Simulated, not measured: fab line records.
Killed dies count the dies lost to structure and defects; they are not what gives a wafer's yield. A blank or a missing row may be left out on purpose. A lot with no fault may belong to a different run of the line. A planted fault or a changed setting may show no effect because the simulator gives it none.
Chamber matching / flow sfqLine / 4 sister chambers for SFQ_TRILAYER_I0_CMP_CMP_028 on cmp-01
The step polishes SiO2. 23 wafers are shown with their chamber, then 11 later ones without.

WAFERS, EACH WITH ITS CHAMBER
wafer=L589.3; chamber=1; motorCurrentA (A)=11.0; timeToEndpointS (s)=220; platenRpm (rpm)=60.05
wafer=L589.4; chamber=3; motorCurrentA (A)=9.3; timeToEndpointS (s)=220; platenRpm (rpm)=59.97
wafer=L589.6; chamber=1; motorCurrentA (A)=10.9; timeToEndpointS (s)=226; platenRpm (rpm)=60.03
wafer=L591.1; chamber=2; motorCurrentA (A)=9.4; timeToEndpointS (s)=200; platenRpm (rpm)=60.02
wafer=L591.4; chamber=1; motorCurrentA (A)=10.4; timeToEndpointS (s)=221; platenRpm (rpm)=60.00
wafer=L591.6; chamber=0; motorCurrentA (A)=10.4; timeToEndpointS (s)=212; platenRpm (rpm)=60.02
wafer=L593.1; chamber=1; motorCurrentA (A)=10.6; timeToEndpointS (s)=211; platenRpm (rpm)=60.01
wafer=L593.3; chamber=0; motorCurrentA (A)=10.7; timeToEndpointS (s)=213; platenRpm (rpm)=60.06
wafer=L593.4; chamber=2; motorCurrentA (A)=9.9; timeToEndpointS (s)=207; platenRpm (rpm)=59.93
wafer=L595.2; chamber=0; motorCurrentA (A)=10.3; timeToEndpointS (s)=210; platenRpm (rpm)=60.00
wafer=L595.4; chamber=3; motorCurrentA (A)=9.2; timeToEndpointS (s)=220; platenRpm (rpm)=59.95
wafer=L595.6; chamber=3; motorCurrentA (A)=8.7; timeToEndpointS (s)=219; platenRpm (rpm)=59.99
wafer=L598.3; chamber=1; motorCurrentA (A)=10.7; timeToEndpointS (s)=219; platenRpm (rpm)=59.94
wafer=L598.4; chamber=3; motorCurrentA (A)=9.3; timeToEndpointS (s)=219; platenRpm (rpm)=59.99
wafer=L598.5; chamber=2; motorCurrentA (A)=9.7; timeToEndpointS (s)=203; platenRpm (rpm)=60.03
wafer=L599.2; chamber=0; motorCurrentA (A)=10.7; timeToEndpointS (s)=215; platenRpm (rpm)=59.97
wafer=L599.4; chamber=3; motorCurrentA (A)=10.0; timeToEndpointS (s)=215; platenRpm (rpm)=60.01
wafer=L599.6; chamber=2; motorCurrentA (A)=10.3; timeToEndpointS (s)=206; platenRpm (rpm)=60.03
wafer=L601.4; chamber=1; motorCurrentA (A)=10.7; timeToEndpointS (s)=215; platenRpm (rpm)=59.94
wafer=L601.3; chamber=0; motorCurrentA (A)=10.9; timeToEndpointS (s)=215; platenRpm (rpm)=59.95
wafer=L603.2; chamber=1; motorCurrentA (A)=11.0; timeToEndpointS (s)=219; platenRpm (rpm)=60.03
wafer=L604.2; chamber=3; motorCurrentA (A)=9.2; timeToEndpointS (s)=211; platenRpm (rpm)=60.01
wafer=L607.1; chamber=2; motorCurrentA (A)=9.5; timeToEndpointS (s)=202; platenRpm (rpm)=59.97

SIGNATURES (means of the wafers above)
reading=motorCurrentA; chamber 0=10.600; chamber 1=10.757; chamber 2=9.760; chamber 3=9.283; scatter within a chamber=0.318
reading=timeToEndpointS; chamber 0=213.00; chamber 1=218.71; chamber 2=203.60; chamber 3=217.33; scatter within a chamber=3.63
reading=platenRpm; chamber 0=60.0000; chamber 1=60.0000; chamber 2=59.9960; chamber 3=59.9867; scatter within a chamber=0.0395
Rule: distance of a wafer from a chamber = root of the sum over the readings of ((wafer's reading minus chamber's mean) / reading's scatter) squared. The wafer belongs to the nearest chamber; if the next one is less than 2 further off, it can't be placed. The scatter: the root of (the sum of the squares of (reading less its chamber's mean) over the shown wafers, divided by (wafers less chambers)).

WAFERS WITH NO CHAMBER GIVEN
wafer=L607.2; motorCurrentA (A)=9.4; timeToEndpointS (s)=213; platenRpm (rpm)=60.06
wafer=L607.5; motorCurrentA (A)=11.1; timeToEndpointS (s)=228; platenRpm (rpm)=59.97
wafer=L608.2; motorCurrentA (A)=9.5; timeToEndpointS (s)=202; platenRpm (rpm)=59.94
wafer=L608.4; motorCurrentA (A)=11.1; timeToEndpointS (s)=216; platenRpm (rpm)=60.04
wafer=L608.6; motorCurrentA (A)=11.3; timeToEndpointS (s)=216; platenRpm (rpm)=59.97
wafer=L609.4; motorCurrentA (A)=9.7; timeToEndpointS (s)=227; platenRpm (rpm)=59.97
wafer=L609.2; motorCurrentA (A)=10.7; timeToEndpointS (s)=221; platenRpm (rpm)=59.93
wafer=L609.3; motorCurrentA (A)=9.4; timeToEndpointS (s)=203; platenRpm (rpm)=60.08
wafer=L611.1; motorCurrentA (A)=9.9; timeToEndpointS (s)=203; platenRpm (rpm)=59.95
wafer=L611.3; motorCurrentA (A)=11.1; timeToEndpointS (s)=213; platenRpm (rpm)=60.00
wafer=L611.6; motorCurrentA (A)=10.2; timeToEndpointS (s)=212; platenRpm (rpm)=59.97

WHICH CHAMBER EACH WENT THROUGH
wafer=L607.2; from the rows above=can't be placed: 3 or 2 or 0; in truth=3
wafer=L607.5; from the rows above=can't be placed: 1 or 0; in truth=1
wafer=L608.2; from the rows above=2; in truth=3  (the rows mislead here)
wafer=L608.4; from the rows above=can't be placed: 1 or 0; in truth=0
wafer=L608.6; from the rows above=can't be placed: 1 or 0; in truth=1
wafer=L609.4; from the rows above=can't be placed: 3 or 1 or 0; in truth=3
wafer=L609.2; from the rows above=can't be placed: 1 or 0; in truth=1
wafer=L609.3; from the rows above=2; in truth=2
wafer=L611.1; from the rows above=2; in truth=2
wafer=L611.3; from the rows above=can't be placed: 0 or 1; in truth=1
wafer=L611.6; from the rows above=can't be placed: 0 or 1 or 2 or 3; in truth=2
Correct placement for 2 of the 11. Unplaceable from these rows: 8, with the true chamber sitting among the candidates in 8. Wrongly placed: 1.
